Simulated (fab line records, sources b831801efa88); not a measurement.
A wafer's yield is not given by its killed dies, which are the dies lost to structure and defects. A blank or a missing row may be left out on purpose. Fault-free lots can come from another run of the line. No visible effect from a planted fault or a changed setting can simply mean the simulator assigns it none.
Struck lot and sound lot, side by side || flow sky130 || 17 out of 708 route steps
Sound: wafers L875.3, L875.5, L875.6. Struck: wafers L867.4, L867.5 (left out: L867.6, a lot-mate that was not struck); the cause follows at the end.
Order at every step that has rows: each side's tool, ch and its chambers, its first start. Under that, the readings that differ: sound wafers || struck wafers || difference of the means || sigmas: that difference in standard deviations of wafers without a fault.
alike: readings whose means differ by less than 2 such deviations, and words and numbers that are the same on both sides. not compared: withheld readings, readings that some wafer has no value for, bounds like >300 that may hide the same value, and numbers for which the record gives no deviation and whose values overlap.
Wherever a step has rows on one side only, a row that says differs or no value, or a row with sigmas, the two part there. When numbers do not overlap yet have no deviation, they are printed without sigmas and do not part them. A reading missing from all wafers of one side parts the sides only when that side holds two or more wafers.

first, 2 steps without rows for these wafers: SKY_LOCAL_INTERCONNECT_PEB_09; SKY_LOCAL_INTERCONNECT_DEVELOP_10 (develop time 60 s).
SKY_LOCAL_INTERCONNECT_CD_MEAS_11: target cd 170 nm.
  sound on cdSem-01 at day 35 10:07; struck on cdSem-02 at day 32 17:20
{"reading": "cdNm (nm)", "sound": "172.1 173.7 172.1", "struck": "168.6 168.1", "difference": -4.3, "sigmas": -3}
SKY_LOCAL_INTERCONNECT_OVL_MEAS_12:
  sound on overlay-01 at day 35 10:12; struck on overlay-01 at day 32 17:25
  alike: LOCAL_INTERCONNECT_OVL
SKY_LOCAL_INTERCONNECT_ETCH_13: etches BARC in N2/H2, stops on SiO2, time 45.9 s, target depth 60 nm.
  sound on rieMetal-01 ch 0,1, day 35 10:15; struck on rieMetal-01 ch 0,1, day 32 17:28
  alike: drypumpMotorCurrentA, oesProductAu, throttleValvePct
  not compared: rfHoursCounterH
SKY_LOCAL_INTERCONNECT_METAL_ETCH_14: etches TiN in Cl2/BCl3, stops on PSG, target depth 110 nm, time 31.4 s.
  sound on rieMetal-01 ch 0,1, day 35 10:18; struck on rieMetal-01 ch 0,1, day 32 17:31
{"reading": "oesProductAu (a.u.)", "sound": "0.931 0.933 0.934", "struck": "0.947 0.946", "difference": "+0.014", "sigmas": "+2"}
  alike: drypumpMotorCurrentA, throttleValvePct
  not compared: rfHoursCounterH
SKY_LOCAL_INTERCONNECT_STRIP_15: strips in O2/N2.
  sound on plasmaAsher-02 ch 0,1, day 35 10:22; struck on plasmaAsher-03 ch 0,1, day 32 17:35
  alike: drypumpMotorCurrentA, oesProductAu, stripTimeToEndpointS
  not compared: rfHoursCounterH
then, 3 steps without rows for these wafers: SKY_LOCAL_INTERCONNECT_STRIP_16 (strips in post etch residue remover, time 1200 s); SKY_LOCAL_INTERCONNECT_CLEAN_17 (cleans in IPA, time 180 s); SKY_LOCAL_INTERCONNECT_CLEAN_18 (cleans in O3/DIW).
SKY_CONTACT_CVD_00: deposits Si3N4, target thk 75 nm.
  sound on pecvd-04 ch 0,1,2, day 35 10:58; struck on pecvd-01 ch 0,1, day 32 18:11
  alike: heaterPowerW
SKY_CONTACT_THK_MEAS_01:
  sound on filmMetro-03 at day 35 11:01; struck on filmMetro-04 at day 32 18:14
  alike: CONTACT_CVD_00_THK
SKY_CONTACT_HDPCVD_02: deposits SiO2, target thk 565 nm, time 94.2 s.
  sound on hdpcvd-02 ch 0,1,2, day 35 11:03; struck on hdpcvd-01 ch 0,1, day 32 18:18
{"reading": "runLengthS (s)", "sound": "123.3 121.0 121.6", "struck": "141.2 142.0", "difference": "+19.6", "sigmas": "+26"}
{"reading": "model.SiO2_of_CONTACT_HDPCVD_02.thkNm (nm)", "sound": "570.1 566.1 565.5", "struck": "693.3 692.3", "difference": "+125.6", "sigmas": ""}
SKY_CONTACT_THK_MEAS_03:
  sound on filmMetro-01 at day 35 11:08; struck on filmMetro-03 at day 32 18:22
{"reading": "CONTACT_HDPCVD_THK (nm)", "sound": "570 567 566", "struck": "694 692", "difference": "+125", "sigmas": "+19"}
SKY_CONTACT_CMP_04: polishes SiO2.
  sound on cmp-01 ch 1,2,3, day 35 11:20; struck on cmp-01 ch 1, day 32 18:27
{"reading": "timeToEndpointS (s)", "sound": "84 84 84", "struck": "123 124", "difference": "+40", "sigmas": "+11"}
  alike: motorCurrentA, platenRpm
SKY_CONTACT_BOW_MEAS_05:
  sound on filmMetro-03 at day 35 11:31; struck on filmMetro-03 at day 32 18:46
  alike: CONTACT_BOW
after that, 1 step had no rows for these wafers: SKY_PAD_OPEN_PROBE_99.

WHERE THEY PART
At SKY_LOCAL_INTERCONNECT_CD_MEAS_11 first; at SKY_CONTACT_CMP_04 last (within this record only). Later steps at which nothing parts them and some readings are alike: SKY_CONTACT_BOW_MEAS_05.

WHY: what the simulator had put in
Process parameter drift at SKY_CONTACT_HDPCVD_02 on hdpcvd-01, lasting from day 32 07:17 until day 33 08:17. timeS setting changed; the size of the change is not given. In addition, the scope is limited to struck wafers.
